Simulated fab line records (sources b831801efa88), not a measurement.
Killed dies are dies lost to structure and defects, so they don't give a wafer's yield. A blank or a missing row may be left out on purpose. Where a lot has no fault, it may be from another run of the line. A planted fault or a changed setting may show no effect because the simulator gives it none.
fab line records -- flow sky130
[record] lots = 6, wafers = 18, last-day = 49
route steps=708 shown METAL1@454 VIA1@458 PAD_OPEN@708
lots that met no fault: from a run of the same line without faults
start-h: hours from the record's opening day to when the first of the lot's shown wafers began -- wait-h: hours since the lot's step before -- " unchanged from the row above -- L1.1+2: several wafers, shown together as one row -- - no value present, or no start provided -- * or withheld: withheld -- < > ~ a bound
route shown NAME@n: NAME is a module with steps in the file, n the number in the route of the first one -- usual: mean and standard deviation over wafers with no fault -- same: alike in all rows -- chamber/n: place in a boat -- sites: readings site by site -- _std_site: standard deviation of those values -- _edge_site: the outer-site mean with the inner-site mean subtracted -- radius-mm: how far each site lies from the wafer's centre -- mask NAME#n: copy n -- behind: tool/chamber where the wafer was last shaped -- hold: what put the lot on hold/how long, in hours/how the hold closed -- device: whichever transistor did not switch (one of n, p or np) -- end of line: tests run on the same wafers once the route is complete -- a step without rows: its recipe alone -- killed: the dies lost at the first sort to structure and to defects; this is not the yield of the wafer -- map: a wafer's dies, x killed, . not, _ none there
set.NAME: the setting that was run; set.NAME@STEP: the one run at that earlier step -- model.NAME: the simulator's own value behind a step, which no gauge read
lots at selected steps of the route; one table per step, one row per wafer
services: the hour from which a tool's chamber was out of use, counted from the record's first day as start-h (under 0 if before that day), plus the number of hours and why
[[steps]]
[step SKY_METAL1_STRIP_20]
[recipe] chemistry = O2/N2, power-w = 1400, pressure-mtorr = 1500, platen-temp-c = withheld, o2-flow-sccm = 3000, n2-flow-sccm = 300, overash-fraction = 0.5
[usual] drypump-motor-current-A = 6.0/0.45, o2-flow-sccm = 3000/9.5, oes-product-au = 0.342/0.0053, strip-time-to-endpoint-s = 2.68/0.039
lot.wafer,tool,chamber,start-h,wait-h,drypump-motor-current-A,o2-flow-sccm,oes-product-au,rf-hours-counter-h,strip-time-to-endpoint-s
L215.1,plasma-asher-03,1,825.19,0.1,5.5,3004,0.334,73,2.69
L215.2,plasma-asher-03,0,825.19,0.1,6.2,3013,0.341,73,2.72
L215.5,plasma-asher-03,1,825.19,0.1,5.5,3005,0.355,-,2.70
L218.2,plasma-asher-03,1,849.29,0.1,5.5,2993,0.339,77,2.68
L218.3,plasma-asher-03,1,849.29,0.1,5.5,2987,0.337,-,2.70
L218.4,plasma-asher-03,0,849.29,0.1,6.1,2995,0.344,-,2.69
L222.1,plasma-asher-01,1,876.24,0.1,5.7,3012,0.352,15,2.69
L222.2,plasma-asher-01,0,876.24,0.1,6.7,3001,0.339,15,2.63
L222.4,plasma-asher-01,1,876.24,0.1,5.8,3003,0.341,-,2.65
L224.3,plasma-asher-01,0,899.88,0.1,6.7,2999,0.331,-,2.60
L224.5,plasma-asher-01,1,899.88,0.1,5.7,2982,0.344,-,2.63
L224.6,plasma-asher-01,0,899.88,0.1,6.7,2999,0.346,-,2.61
L227.2,plasma-asher-04,0,914.74,0.1,5.9,2989,0.346,35,2.62
L227.4,plasma-asher-04,1,914.74,0.1,6.4,3004,0.339,-,2.63
L227.5,plasma-asher-04,0,914.74,0.1,5.9,2999,0.353,-,2.63
L228.2,plasma-asher-01,0,915.28,0.1,6.7,3010,0.344,19,2.77
L228.3,plasma-asher-01,1,915.28,0.1,5.7,3001,0.355,-,2.71
L228.5,plasma-asher-01,1,915.28,0.1,5.7,3010,0.344,-,2.73
[step SKY_METAL1_STRIP_21]
[recipe] chemistry = post-etch-residue-remover, time-s = 1200, temp-c = 72.5
[step SKY_METAL1_CLEAN_22]
[recipe] chemistry = IPA, time-s = 180, temp-c = 25
[step SKY_METAL1_CLEAN_23]
[recipe] chemistry = O3/DIW, dry = n2-spin
[step SKY_VIA1_HDPCVD_00]
[recipe] material = SiO2, target-thk-nm = 1030, sigma-open-frac = 0.3, time-s = 171.7, temp-c = 400, sih4-flow-sccm = 60, pressure-mtorr = 6
[step SKY_VIA1_THK_MEAS_01]
[recipe] reads = SiO2_of_VIA1_HDPCVD_00
[usual] VIA1_HDPCVD_THK = 1031/9.1
lot.wafer,tool,chamber,start-h,wait-h,VIA1_HDPCVD_THK[nm]
L215.1,film-metro-04,-,825.92,0.1,1046
L215.2,film-metro-04,-,825.92,0.1,1050
L215.5,film-metro-04,-,825.92,0.1,1038
L218.2,film-metro-03,-,850.00,0.1,1029
L218.3,film-metro-03,-,850.00,0.1,1024
L218.4,film-metro-03,-,850.00,0.1,1017
L222.1,film-metro-04,-,876.94,0.1,1019
L222.2,film-metro-04,-,876.94,0.1,1021
L222.4,film-metro-04,-,876.94,0.1,1031
L224.3,film-metro-03,-,900.62,0.1,1031
L224.5,film-metro-03,-,900.62,0.1,1027
L224.6,film-metro-03,-,900.62,0.1,1038
L227.2,film-metro-04,-,915.50,0.1,1034
L227.4,film-metro-04,-,915.50,0.1,1031
L227.5,film-metro-04,-,915.50,0.1,1041
L228.2,film-metro-04,-,916.19,0.1,1015
L228.3,film-metro-04,-,916.19,0.1,1022
L228.5,film-metro-04,-,916.19,0.1,1009
[step SKY_VIA1_CMP_02]
[recipe] material = SiO2, down-force-psi = 4, platen-rpm = 60, pad-velocity-m-s = 0.94248
[usual] motor-current-A = 11.5/1.6
lot.wafer,tool,chamber,start-h,wait-h,motor-current-A
L215.2,cmp-02,3,825.98,0.0,11.5
L215.1,cmp-02,0,825.98,0.0,9.0
L215.5,cmp-02,3,825.98,0.0,12.0
L218.3,cmp-02,1,850.10,0.1,11.1
L218.4,cmp-02,2,850.10,0.1,13.2
L218.2,cmp-02,3,850.10,0.1,10.9
L222.2,cmp-01,1,877.00,0.0,11.7
L222.1,cmp-01,2,877.00,0.0,13.2
L222.4,cmp-01,0,877.00,0.0,9.5
L224.3,cmp-02,1,900.81,0.2,11.6
L224.5,cmp-02,2,900.81,0.2,13.5
L224.6,cmp-02,3,900.81,0.2,11.7
L227.4,cmp-02,1,915.65,0.1,12.7
L227.2,cmp-02,2,915.65,0.1,13.1
L227.5,cmp-02,3,915.65,0.1,11.8
L228.2,cmp-02,0,916.24,0.0,9.2
L228.3,cmp-02,1,916.24,0.0,11.4
L228.5,cmp-02,0,916.24,0.0,8.9
[step SKY_VIA1_BOW_MEAS_03]
[recipe] mode = bow
[usual] VIA1_BOW = 80/6.5
lot.wafer,tool,chamber,start-h,wait-h,VIA1_BOW[um]
L215.1,film-metro-02,-,826.28,0.2,87
L215.2,film-metro-02,-,826.28,0.2,71
L215.5,film-metro-02,-,826.28,0.2,62
L218.2,film-metro-04,-,850.37,0.1,74
L218.3,film-metro-04,-,850.37,0.1,92
L218.4,film-metro-04,-,850.37,0.1,87
L222.1,film-metro-03,-,877.30,0.2,81
L222.2,film-metro-03,-,877.30,0.2,85
L222.4,film-metro-03,-,877.30,0.2,80
L224.3,film-metro-02,-,901.00,0.1,73
L224.5,film-metro-02,-,901.00,0.1,74
L224.6,film-metro-02,-,901.00,0.1,83
L227.2,film-metro-03,-,915.87,0.1,74
L227.4,film-metro-03,-,915.87,0.1,87
L227.5,film-metro-03,-,915.87,0.1,82
L228.2,film-metro-02,-,916.56,0.3,83
L228.3,film-metro-02,-,916.56,0.3,81
L228.5,film-metro-02,-,916.56,0.3,82
[step SKY_VIA1_DEHYDRATE_04]
[recipe] temp-c = 200, time-s = 60
[step SKY_VIA1_HMDS_05]
[recipe] prime-time-s = 60, prime-temp-c = 120
[step SKY_VIA1_COAT_06]
[recipe] resist = BARC, temp-c = withheld, time-s = withheld, spin-rpm = 3000, resist-thk-nm = 60
[step SKY_VIA1_COAT_07]
[recipe] resist = KrF-thick, spin-rpm = 3000, resist-thk-nm = 450
[step SKY_VIA1_SOFTBAKE_08]
[recipe] temp-c = 100, time-s = 90, resist = KrF-thick
[usual] heater-power-total-W = 57.35/0.11, resist-line-temp-C = 22.97/0.1, run-length-s = 119.12/0.25
lot.wafer,tool,chamber,start-h,wait-h,heater-power-total-W,resist-line-temp-C,run-length-s
L215.1,litho-track-01,0,838,-,57.38,22.89,119.22
L215.2,litho-track-01,0,838,-,57.45,22.89,119.41
L215.5,litho-track-01,0,838,-,57.30,23.09,119.57
L218.2,litho-track-02,0,863,-,57.21,22.78,118.87
L218.3,litho-track-02,0,863,-,57.44,22.77,118.83
L218.4,litho-track-02,0,863,-,57.25,23.09,118.84
L222.1,litho-track-01,0,889,-,72.96,23.07,72.77
L222.2,litho-track-01,0,890,-,73.34,22.92,72.92
L222.4,litho-track-01,0,890,-,73.19,22.95,72.93
L224.3,litho-track-01,0,913,-,72.94,22.87,72.79
L224.5,litho-track-01,0,914,-,73.36,22.98,72.88
L224.6,litho-track-01,0,914,-,73.23,22.98,72.79
L227.2,litho-track-03,0,927,-,57.29,23.01,118.89
L227.4,litho-track-03,0,927,-,57.36,23.05,119.20
L227.5,litho-track-03,0,927,-,57.48,22.92,118.86
L228.2,litho-track-02,0,928,-,57.53,22.80,118.88
L228.3,litho-track-02,0,928,-,57.20,23.01,118.81
L228.5,litho-track-02,0,928,-,57.43,23.07,119.16
[step SKY_VIA1_EXPOSE_09]
[recipe] mask-id = VIM, na = 0.8, source-shape = annular, sigma-inner = 0.55, sigma-outer = 0.85, target-cd-nm = 150, dose-mj = 38
[step SKY_PAD_OPEN_PROBE_99]
[usual] defect-limited-yield = 82.2/1.9, killed_at_M0_to_M3 = 44/6.6, killed_at_M4_up = 3.4/1.9, killed-at-contacts = 25/5.6, killed-at-front-end = 15/4.6, killed-at-other = 0.3/0.6, killed-dies = 88/9.5, killed-open = 47/7.1, killed-short = 40/6.4, sort_bin_3_pad_short = 1.0/0.47, sort_bin_5_function = 10.4/1.4, sort_bin_6_memory = 6.4/1.1, sort-n-pass = 404/9.5, sort-yield-pct = 82.2/1.9
[same] gross-dies = 492, killed-at-back-side = 0, sort_bin_4_leakage[%] = 0, sort_bin_8_speed[%] = 0
lot.wafer,tool,chamber,start-h,wait-h,defect-limited-yield[%],killed_at_M0_to_M3,killed_at_M4_up,killed-at-contacts,killed-at-front-end,killed-at-other,killed-dies,killed-open,killed-short,sort_bin_3_pad_short[%],sort_bin_5_function[%],sort_bin_6_memory[%],sort-n-pass,sort-yield-pct[%]
L215.1,prober-02,-,1121.08,0.1,81.5,39,5,28,19,0,91,48,43,1.4,11.4,5.7,401,81.5
L215.2,prober-02,-,1121.13,0.1,85.8,34,3,20,13,0,70,35,35,0.8,8.9,4.5,422,85.8
L215.5,prober-02,-,1121.28,0.2,81.7,39,4,25,22,0,90,45,45,0.8,10.4,7.1,402,81.7
L218.2,prober-01,-,1139.58,0.1,80.7,46,4,22,23,0,95,56,39,0.2,11.4,7.7,397,80.7
L218.3,prober-01,-,1139.63,0.2,78.9,55,2,30,17,0,104,55,49,1.4,12.4,7.3,388,78.9
L218.4,prober-01,-,1139.68,0.2,83.3,38,5,23,16,0,82,39,42,0.6,9.6,6.5,410,83.3
L222.1,prober-01,-,1158.67,0.1,81.9,47,3,20,19,0,89,48,41,0.6,10.2,7.3,403,81.9
L222.2,prober-01,-,1158.72,0.1,81.1,46,4,19,23,1,93,49,44,2.2,10.2,6.5,399,81.1
L222.4,prober-01,-,1158.82,0.2,85.2,37,2,24,10,0,73,48,25,0.4,7.9,6.5,419,85.2
L224.3,prober-01,-,1175.86,0.2,82.1,48,7,24,9,0,88,41,47,1.2,10.8,5.9,404,82.1
L224.5,prober-01,-,1175.96,0.2,82.3,47,3,15,19,3,87,36,49,1.6,8.7,7.3,405,82.3
L224.6,prober-01,-,1176.01,0.2,81.1,39,6,24,24,0,93,44,49,1.0,12.6,5.3,399,81.1
L227.2,prober-01,-,1185.72,0.1,80.9,44,10,20,20,0,94,49,45,1.0,10.4,7.7,398,80.9
L227.4,prober-01,-,1185.82,0.2,81.1,37,3,28,25,0,93,50,43,1.0,10.6,7.3,399,81.1
L227.5,prober-01,-,1185.87,0.2,84.3,42,1,22,12,0,77,41,36,1.0,10.0,4.7,415,84.3
L228.2,prober-02,-,1187.22,0.1,83.7,37,2,25,16,0,80,43,37,1.2,8.7,6.3,412,83.7
L228.3,prober-02,-,1187.27,0.2,79.9,54,5,30,10,0,99,48,51,1.0,12.4,6.7,393,79.9
L228.5,prober-02,-,1187.37,0.2,79.5,43,5,31,22,0,101,59,42,0.6,10.8,9.1,391,79.5
// killed by level:class
L215.1 VIA1:geometric-particle:open=15 CONTACT:geometric-particle:open=8 CONTACT:geometric-particle:short=7 FIELD_ISO:geometric-particle:short=6 FIELD_ISO:geometric-particle:open=5 LI_CONTACT:geometric-particle:open=5 METAL1:geometric-particle:short=5 LOCAL_INTERCONNECT:geometric-particle:short=4
L215.2 VIA1:geometric-particle:open=9 LI_CONTACT:geometric-particle:open=9 POLY_GATE:geometric-particle:short=6 METAL2:geometric-particle:short=6 VIA2:geometric-particle:open=6 CONTACT:geometric-particle:open=5 CONTACT:geometric-particle:short=4 FIELD_ISO:geometric-particle:short=3
L215.5 VIA1:geometric-particle:open=10 LI_CONTACT:geometric-particle:open=8 LOCAL_INTERCONNECT:geometric-particle:short=6 VIA2:geometric-particle:open=6 POLY_GATE:geometric-particle:short=5 POLY_GATE:geometric-particle:open=5 VIA1:geometric-particle:short=5 CONTACT:geometric-particle:short=5
L218.2 VIA1:geometric-particle:open=12 VIA2:geometric-particle:open=10 CONTACT:geometric-particle:open=9 FIELD_ISO:geometric-particle:short=8 LI_CONTACT:geometric-particle:open=7 FIELD_ISO:geometric-particle:open=5 METAL2:geometric-particle:short=5 VIA3:geometric-particle:open=5
L218.3 VIA1:geometric-particle:open=16 CONTACT:geometric-particle:open=12 VIA1:geometric-particle:short=9 LI_CONTACT:geometric-particle:open=7 METAL3:geometric-particle:short=7 VIA2:geometric-particle:short=6 LI_CONTACT:geometric-particle:short=5 VIA3:geometric-particle:open=5
L218.4 LI_CONTACT:geometric-particle:open=8 FIELD_ISO:geometric-particle:short=7 CONTACT:geometric-particle:open=7 VIA3:geometric-particle:open=7 VIA3:geometric-particle:short=5 VIA1:geometric-particle:open=5 METAL2:geometric-particle:short=5 METAL4:geometric-particle:short=5
L222.1 VIA1:geometric-particle:open=13 METAL2:geometric-particle:short=11 POLY_GATE:geometric-particle:open=6 CONTACT:geometric-particle:open=6 VIA2:geometric-particle:open=6 LI_CONTACT:geometric-particle:open=5 VIA1:geometric-particle:short=4 METAL3:geometric-particle:short=4
L222.2 VIA1:geometric-particle:open=14 POLY_GATE:geometric-particle:short=8 VIA2:geometric-particle:open=7 POLY_GATE:geometric-particle:open=6 CONTACT:geometric-particle:open=5 LOCAL_INTERCONNECT:geometric-particle:short=5 LI_CONTACT:geometric-particle:open=4 VIA1:geometric-particle:short=4
L222.4 VIA1:geometric-particle:open=11 VIA3:geometric-particle:open=8 VIA2:geometric-particle:open=7 LI_CONTACT:geometric-particle:open=6 CONTACT:geometric-particle:open=6 CONTACT:geometric-particle:short=6 POLY_GATE:geometric-particle:open=4 POLY_GATE:geometric-particle:short=3
L224.3 CONTACT:geometric-particle:open=9 METAL1:geometric-particle:short=8 VIA1:geometric-particle:open=8 METAL4:geometric-particle:short=7 VIA3:geometric-particle:open=7 VIA1:geometric-particle:short=5 METAL2:geometric-particle:short=5 VIA2:geometric-particle:open=5
L224.5 METAL2:geometric-particle:short=8 VIA3:geometric-particle:open=7 METAL1:geometric-particle:short=7 POLY_GATE:geometric-particle:short=6 LI_CONTACT:geometric-particle:open=5 VIA1:geometric-particle:open=5 VIA2:geometric-particle:open=5 VIA1:geometric-particle:short=4
L224.6 CONTACT:geometric-particle:open=10 VIA3:geometric-particle:open=8 FIELD_ISO:geometric-particle:short=6 POLY_CUT:geometric-particle:short=5 METAL1:geometric-particle:short=5 FIELD_ISO:geometric-particle:open=4 LI_CONTACT:geometric-particle:short=4 LOCAL_INTERCONNECT:geometric-particle:short=4
L227.2 VIA2:geometric-particle:open=10 VIA1:geometric-particle:open=9 FIELD_ISO:geometric-particle:short=7 METAL4:geometric-particle:short=7 LI_CONTACT:geometric-particle:open=7 VIA1:geometric-particle:short=5 CONTACT:geometric-particle:open=5 VIA3:geometric-particle:open=5
L227.4 LI_CONTACT:geometric-particle:open=14 POLY_GATE:geometric-particle:short=9 FIELD_ISO:geometric-particle:open=7 VIA2:geometric-particle:open=6 CONTACT:geometric-particle:open=6 METAL1:geometric-particle:short=6 METAL2:geometric-particle:short=6 VIA1:geometric-particle:open=5
L227.5 VIA1:geometric-particle:open=14 METAL2:geometric-particle:short=9 LI_CONTACT:geometric-particle:open=7 CONTACT:geometric-particle:open=6 METAL3:geometric-particle:short=5 LI_CONTACT:geometric-particle:short=4 METAL1:geometric-particle:short=4 VIA2:geometric-particle:open=4
L228.2 VIA1:geometric-particle:open=10 LI_CONTACT:geometric-particle:open=9 CONTACT:geometric-particle:open=8 METAL2:geometric-particle:short=6 VIA1:geometric-particle:short=5 VIA3:geometric-particle:open=4 CONTACT:geometric-particle:short=4 FIELD_ISO:geometric-particle:short=3
L228.3 VIA1:geometric-particle:open=10 CONTACT:geometric-particle:open=9 VIA3:geometric-particle:short=8 CONTACT:geometric-particle:short=7 LOCAL_INTERCONNECT:geometric-particle:short=6 METAL2:geometric-particle:short=6 VIA2:geometric-particle:open=6 LI_CONTACT:geometric-particle:open=5
L228.5 VIA1:geometric-particle:open=12 POLY_GATE:geometric-particle:open=9 CONTACT:geometric-particle:open=9 LI_CONTACT:geometric-particle:open=8 LI_CONTACT:geometric-particle:short=8 VIA3:geometric-particle:open=8 FIELD_ISO:geometric-particle:open=6 METAL1:geometric-particle:short=6
[[services]]
tool,chamber,start-h,hours,kind
cmp-02,-,802.63,0.2,repair
cmp-01,-,804.65,0.5,repair
cmp-01,-,809.70,0.7,repair
cmp-01,-,810.38,6.3,pm
cmp-02,-,820.30,1.1,repair
cmp-01,-,825.64,0.5,repair
plasma-asher-01,-,827.69,14.6,pm
cmp-02,-,829.77,7.2,repair
plasma-asher-04,-,865.22,1.0,repair
cmp-02,-,866.59,2.9,repair
cmp-01,-,895.45,2.0,repair
cmp-01,-,902.48,10.3,repair
cmp-01,-,912.76,4.0,pm
cmp-01,-,916.08,2.1,repair
cmp-01,-,916.76,-,consumable-replace:conditioner
cmp-01,-,916.76,-,consumable-replace:pad
plasma-asher-04,-,923.75,2.0,repair
plasma-asher-01,-,927.09,2.5,repair
[[key]]
[first-sign] step = SKY_VIA1_SOFTBAKE_08, reading = run-length-s, direction = down, sigmas = 99+, usual = *, struck = *
[effect] step = SKY_VIA1_SOFTBAKE_08, reading = heater-power-total-W, direction = up, sigmas = 99+, usual = *, struck = *
met-at SKY_VIA1_SOFTBAKE_08
struck-wafers L222.1,L222.2,L222.4,L224.3,L224.5,L224.6
onset-between 838 889
[fault] kind = process-parameter-drift, tool = litho-track-01, chamber = -, onset-h = 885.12, steps = SKY_VIA1_SOFTBAKE_08, channel = time-s, offset = *, shape = step, end-h = 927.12, acts-in = *, stated = *
